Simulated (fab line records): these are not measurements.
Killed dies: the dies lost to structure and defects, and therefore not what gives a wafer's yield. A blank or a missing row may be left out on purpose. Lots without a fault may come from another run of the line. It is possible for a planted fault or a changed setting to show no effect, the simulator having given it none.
Which tool is to blame? + flow gf180mcu + Sampling: 7 lots, 21 wafers, 2 of 602 route steps

== WHAT THE GAUGES SHOWED, per wafer ==
GF_SAB_THK_MEAS_01.
| lot  | measured     | on            | SAB_CVD_00_THK (nm) |
|------|--------------|---------------|---------------------|
| L191 | day 15 04:20 | film_metro-03 | 50.2 50.3 50.6      |
| L194 | day 16 11:26 | film_metro-04 | 49.9 48.9 48.9      |
| L195 | day 16 22:17 | film_metro-01 | 98.5 99.7 99.2      |
| L198 | day 17 15:11 | film_metro-04 | 100.0 98.6 99.5     |
| L207 | day 20 11:13 | film_metro-04 | 50.2 49.8 50.2      |
| L210 | day 21 16:16 | film_metro-01 | 49.6 49.3 50.8      |
| L212 | day 22 00:59 | film_metro-04 | 50.5 50.9 50.2      |

== WHICH TOOL RAN EACH LOT (tool, then ch and the chambers of the sampled wafers, then the start) ==
| lot  | GF_SAB_CVD_00                   |
|------|---------------------------------|
| L191 | pecvd-03 ch 1,2, day 15 04:16   |
| L194 | pecvd-02 ch 0,1,2, day 16 11:25 |
| L195 | pecvd-02 ch 0,2, day 16 22:03   |
| L198 | pecvd-03 ch 0,2, day 17 14:58   |
| L207 | pecvd-01 ch 1,2, day 20 11:10   |
| L210 | pecvd-02 ch 0,2, day 21 16:14   |
| L212 | pecvd-01 ch 0,2, day 22 00:56   |
- GF_SAB_CVD_00: deposits SiO2 from TEOS, target thk 50 nm, time 4.9302 s.

== THE ANSWER, worked out from the rows above alone ==
Rule: what is usual is taken from the lots themselves. The widest of any qualifying gaps counts: lots, ordered by their means at a reading, are off when they make up no more than a third of the lots, leave a main group of 4 or more, and stand apart from it by 3 or more times the standard deviation of that group's means. A main group is skipped when, at the precision printed for the reading in the tables above, its means are all equal. Also off: a lot with no number at a reading for which 4 or more lots have one. Any other lot the step has rows for is counted as sound.
Off: L195, L198, seen at GF_SAB_THK_MEAS_01 (SAB_CVD_00_THK). For the main group the mean is 50.0 nm and the standard deviation 0.45.
A tool fits if, at a process step before that reading, it ran every lot that is off, and no sound lot after the first of them. The gauges at GF_SAB_THK_MEAS_01 are tried like those tools. No candidate that was tried fits.

== WHAT THE SIMULATOR HAD PUT IN ==
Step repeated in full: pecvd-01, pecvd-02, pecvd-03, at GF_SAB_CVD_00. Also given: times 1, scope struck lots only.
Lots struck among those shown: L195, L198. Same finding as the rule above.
